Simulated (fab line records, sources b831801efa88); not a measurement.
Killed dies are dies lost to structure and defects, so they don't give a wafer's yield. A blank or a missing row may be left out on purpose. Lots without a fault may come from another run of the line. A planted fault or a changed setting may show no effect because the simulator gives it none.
Which tool did it? | flow sky130 | 13 lots, 39 wafers sampled, at 3 steps of a route of 708

WHAT THE GAUGES READ, wafer by wafer
SKY_SD_N_OVL_MEAS_08. Usual: SD_N_OVL -0.7 nm, standard deviation 1.2.
lot  | measured     | on         | SD_N_OVL (nm)  | flag
L789 | day 28 15:21 | overlay-02 | -0.4 -0.9 -1.1 |
L790 | day 29 00:37 | overlay-01 | -0.6 -1.3 -3.1 |
L791 | day 29 06:27 | overlay-02 | -1.2 -1.8 -2.8 |
L792 | day 29 09:21 | overlay-01 | -1.1 -1.5 -1.1 |
L794 | day 30 17:27 | overlay-01 | 0.4 -0.2 0.4   |
L796 | day 30 19:27 | overlay-01 | 0.6 -3.0 -1.1  |
L797 | day 30 19:38 | overlay-02 | 0.6 1.1 -0.4   |
L798 | day 31 00:36 | overlay-01 | 1.2 -1.0 -1.7  |
L803 | day 32 21:06 | overlay-01 | -0.7 1.1 0.1   |
L809 | day 34 12:52 | overlay-01 | -2.7 -1.1 -1.6 |
L810 | day 34 19:39 | overlay-01 | -1.0 -1.4 -2.2 |
L811 | day 34 22:33 | overlay-01 | -0.5 -0.2 -0.7 |
L812 | day 35 07:46 | overlay-02 | -1.0 -1.0 -2.3 |

SKY_CONTACT_THK_MEAS_03. Usual: CONTACT_HDPCVD_THK 565 nm, standard deviation 7.1.
lot  | measured     | on            | CONTACT_HDPCVD_THK (nm) | flag
L789 | day 31 03:25 | film_metro-02 | 565 566 564             |
L790 | day 31 13:47 | film_metro-02 | 573 566 563             |
L791 | day 31 18:31 | film_metro-04 | 567 559 554             |
L792 | day 31 21:34 | film_metro-01 | 564 560 567             |
L794 | day 33 04:19 | film_metro-02 | 559 559 564             |
L796 | day 33 05:40 | film_metro-01 | 556 571 559             |
L797 | day 33 06:35 | film_metro-02 | 565 573 565             |
L798 | day 33 10:58 | film_metro-04 | 567 551 559             |
L803 | day 35 06:20 | film_metro-02 | 566 563 557             |
L809 | day 36 22:37 | film_metro-04 | 574 562 571             |
L810 | day 37 03:57 | film_metro-01 | 564 568 569             |
L811 | day 37 07:01 | film_metro-04 | 580 574 590             |
L812 | day 37 16:58 | film_metro-01 | 568 571 568             |

WHICH TOOL RAN EACH LOT (tool, then ch and the chambers of the sampled wafers, then the start)
lot  | SKY_LI_CONTACT_ETCH_15
L789 | rie_diel-02 ch 2,3, day 29 21:11
L790 | rie_diel-04 ch 1,2,3, day 30 07:12
L791 | rie_diel-02 ch 0,1,2, day 30 11:51
L792 | rie_diel-02 ch 0,1,2, day 30 15:20
L794 | rie_diel-01 ch 0,1,3, day 31 22:39
L796 | rie_diel-04 ch 0,1,2, day 32 00:24
L797 | rie_diel-01 ch 0,1,3, day 32 01:05
L798 | rie_diel-01 ch 1,2,3, day 32 05:21
L803 | rie_diel-04 ch 0,1,2, day 34 01:54
L809 | rie_diel-01 ch 0,1,3, day 35 17:05
L810 | rie_diel-02 ch 2,3, day 35 23:39
L811 | rie_diel-04 ch 0,1,3, day 36 02:33
L812 | rie_diel-04 ch 0,1,2, day 36 11:53
- SKY_LI_CONTACT_ETCH_15: etches PSG in C4F8/O2/Ar, stops on Si, target depth 600 nm.

WHAT THE TOOLS THEMSELVES READ (means of the sampled wafers that have a number; where no wafer has one, the mark that the record gives instead)
SKY_LI_CONTACT_ETCH_15. Usual: bias_w 1201 W, standard deviation 3.5; oes_product_au 0.838 a.u., standard deviation 0.0049; rf_fwd_power_W 1494 W, standard deviation 4.7.
lot  | tool        | bias_w (W) | oes_product_au (a.u.) | rf_fwd_power_W (W) | flag
L789 | rie_diel-02 | 1200       | 0.839                 | 1494               |
L790 | rie_diel-04 | 1198       | 0.836                 | 1491               |
L791 | rie_diel-02 | 1197       | 0.838                 | 1491               |
L792 | rie_diel-02 | 1202       | 0.836                 | 1494               |
L794 | rie_diel-01 | 1202       | 0.835                 | 1496               |
L796 | rie_diel-04 | 1199       | 0.835                 | 1491               |
L797 | rie_diel-01 | 1202       | 0.839                 | 1495               |
L798 | rie_diel-01 | 1202       | 0.835                 | 1497               |
L803 | rie_diel-04 | 1202       | 0.835                 | 1493               |
L809 | rie_diel-01 | 1199       | 0.835                 | 1494               |
L810 | rie_diel-02 | 1198       | 0.833                 | 1493               |
L811 | rie_diel-04 | 1203       | 0.837                 | 1489               |
L812 | rie_diel-04 | 1200       | 0.834                 | 1493               |

THE ANSWER, worked out from the rows above alone
Rule: a lot is off if the mean of its wafers that have a number lies more than 3 standard deviations from the usual mean. A lot without any number at a reading at which 4 lots or more have one is off too. The other lots that the step has rows for count as sound. The gauges are gone through in route order, then the tools' own readings, and for those a lot's mean is taken as printed above. The first step at which some lot is off is used, and at that step the reading that is off furthest; a lot without a number counts as furthest.
No lot is off at any reading shown: from this, nothing can be told.

WHAT THE SIMULATOR HAD PUT IN
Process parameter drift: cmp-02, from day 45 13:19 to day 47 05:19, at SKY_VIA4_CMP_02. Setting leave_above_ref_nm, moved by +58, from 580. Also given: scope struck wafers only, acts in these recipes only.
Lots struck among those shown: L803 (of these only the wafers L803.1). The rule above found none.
